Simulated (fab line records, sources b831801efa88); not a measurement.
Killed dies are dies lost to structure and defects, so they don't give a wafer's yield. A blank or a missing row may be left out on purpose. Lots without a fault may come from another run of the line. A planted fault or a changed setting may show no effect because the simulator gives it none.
A struck lot beside a sound one | flow sky130 | 19 steps out of a route of 708
Sound: wafers L751.4, L751.5, L751.6. Struck: wafers L754.1, L754.4, L754.5. The cause comes at the end.
At each step with rows: each side's tool, then ch and its chambers, then its first start. Under that, the readings that differ: sound wafers | struck wafers | difference of the means | sigmas: that difference in standard deviations of wafers without a fault.
alike: readings whose means differ by less than 2 such deviations, and words and numbers that are the same on both sides. not compared: withheld readings, readings that some wafer has no value for, bounds like >300 that may hide the same value, and numbers for which the record gives no deviation and whose values overlap.
The two part at a step that has a row with sigmas, a row that says differs or no value, or rows on one side only. Numbers that don't overlap but have no deviation are shown without sigmas and don't part them. A reading that every wafer of one side lacks parts them only if that side has two wafers or more.

first, 4 steps without rows for these wafers: SKY_METAL3_STRIP_20 (strips in post etch residue remover, time 1200 s); SKY_METAL3_CLEAN_21 (cleans in IPA, time 180 s); SKY_METAL3_CLEAN_22 (cleans in O3/DIW); SKY_VIA3_HDPCVD_00 (deposits SiO2, target thk 1635 nm, time 272.5 s).
SKY_VIA3_THK_MEAS_01:
  sound on film_metro-02, day 41 11:10; struck on film_metro-03, day 42 06:11
  alike: VIA3_HDPCVD_THK
SKY_VIA3_CMP_02: polishes SiO2.
  sound on cmp-02 ch 2,3, day 41 11:12; struck on cmp-01 ch 0,1,3, day 42 06:18
  reading             | sound          | struck        | difference | sigmas
  motor_current_A (A) | 13.9 13.9 13.8 | 9.7 12.4 10.4 | -3.0       | -2
SKY_VIA3_BOW_MEAS_03:
  sound on film_metro-04, day 41 11:34; struck on film_metro-04, day 42 06:33
  alike: VIA3_BOW
then, 5 steps without rows for these wafers: SKY_VIA3_DEHYDRATE_04 (time 60 s); SKY_VIA3_HMDS_05 (prime time 60 s); SKY_VIA3_COAT_06 (resist thk 60 nm); SKY_VIA3_COAT_07 (resist thk 450 nm); SKY_VIA3_SOFTBAKE_08 (time 90 s).
SKY_VIA3_EXPOSE_09: exposes mask VIM3, target cd 200 nm.
  sound on krf_scanner-01 ch 0, day 41 23:58; struck on krf_scanner-01 ch 0, day 42 19:23
  reading                      | sound                | struck            | difference | sigmas
  model.VIA3.overlay_x_nm (nm) | -8.435 -8.435 -8.435 | 28.51 28.51 28.51 | +36.95     |
  alike: mask, reticle_temp_C, stage_vel_mm_s
then, 2 steps without rows for these wafers: SKY_VIA3_PEB_10; SKY_VIA3_DEVELOP_11 (develop time 60 s).
SKY_VIA3_CD_MEAS_12: target cd 200 nm.
  sound on cd_sem-02, day 42 11:59; struck on cd_sem-02, day 43 06:14
  alike: cd_nm
SKY_VIA3_OVL_MEAS_13:
  sound on overlay-02, day 42 12:04; struck on overlay-02, day 43 06:21
  reading       | sound     | struck   | difference | sigmas
  VIA3_OVL (nm) | -7 -12 -8 | 34 27 27 | +38        | +9
SKY_VIA3_ETCH_14: etches BARC in N2/H2, stops on SiO2, time 45.9 s, target depth 60 nm.
  sound on rie_diel-03 ch 0,3, day 42 12:05; struck on rie_diel-02 ch 0,3, day 43 06:23
  alike: drypump_motor_current_A, oes_product_au, throttle_valve_pct
  not compared: rf_hours_counter_h
-- the record jumps here: 6 days lie between the struck wafers' starts before and after (it left off in module VIA3 and takes up again in module PAD_OPEN, whose first step shown is number 708 of the route) --
SKY_PAD_OPEN_PROBE_99:
  sound on prober-02, day 48 05:12; struck on prober-02, day 48 22:20
  reading                                | sound                         | struck                        | difference | sigmas
  killed_at_M0_to_M3                     | 40 41 38                      | 56 48 55                      | +13        | +2
  killed_short                           | 37 32 31                      | 47 43 49                      | +13        | +2
  model.etest.nfet_16v.r_on_ohm_um       | 1.394e+04 1.407e+04 1.408e+04 | 1.464e+04 1.464e+04 1.474e+04 | +6.433e+02 |
  model.etest.tip_sonos.rs_ohm_sq        | 2604 2610 2619                | 3117 3108 3108                | +500       |
  model.etest.pfet_g5v0d10v5.r_on_ohm_um | 4730 4832 4757                | 4850 4902 4903                | +112       |
  model.etest.nfet_g5v0d10v5.r_on_ohm_um | 1863 1897 1875                | 1968 1974 2000                | +102       |
  model.etest.nfet_g5v0d10v5.drive_ua_um | 608 605.6 605.2               | 537.2 540.6 540.2             | -66.9      |
  model.etest.nfet_05v0_nvt.drive_ua_um  | 581.7 576.4 580.9             | 526.2 517 520.1               | -58.6      |
  model.etest.pfet_g5v0d10v5.drive_ua_um | 341.4 340.2 341.1             | 321.5 320.5 322.2             | -19.5      |
  model.etest.nfet_16v.drive_ua_um       | 225.7 223.7 223.7             | 196.9 198.7 197               | -26.8      |
  alike: killed_at_M4_up, killed_at_contacts, killed_at_front_end, killed_at_other, killed_dies, killed_open

WHERE THEY PART
First at SKY_VIA3_CMP_02; last, within this record, at SKY_PAD_OPEN_PROBE_99.

WHY: what the simulator had put in
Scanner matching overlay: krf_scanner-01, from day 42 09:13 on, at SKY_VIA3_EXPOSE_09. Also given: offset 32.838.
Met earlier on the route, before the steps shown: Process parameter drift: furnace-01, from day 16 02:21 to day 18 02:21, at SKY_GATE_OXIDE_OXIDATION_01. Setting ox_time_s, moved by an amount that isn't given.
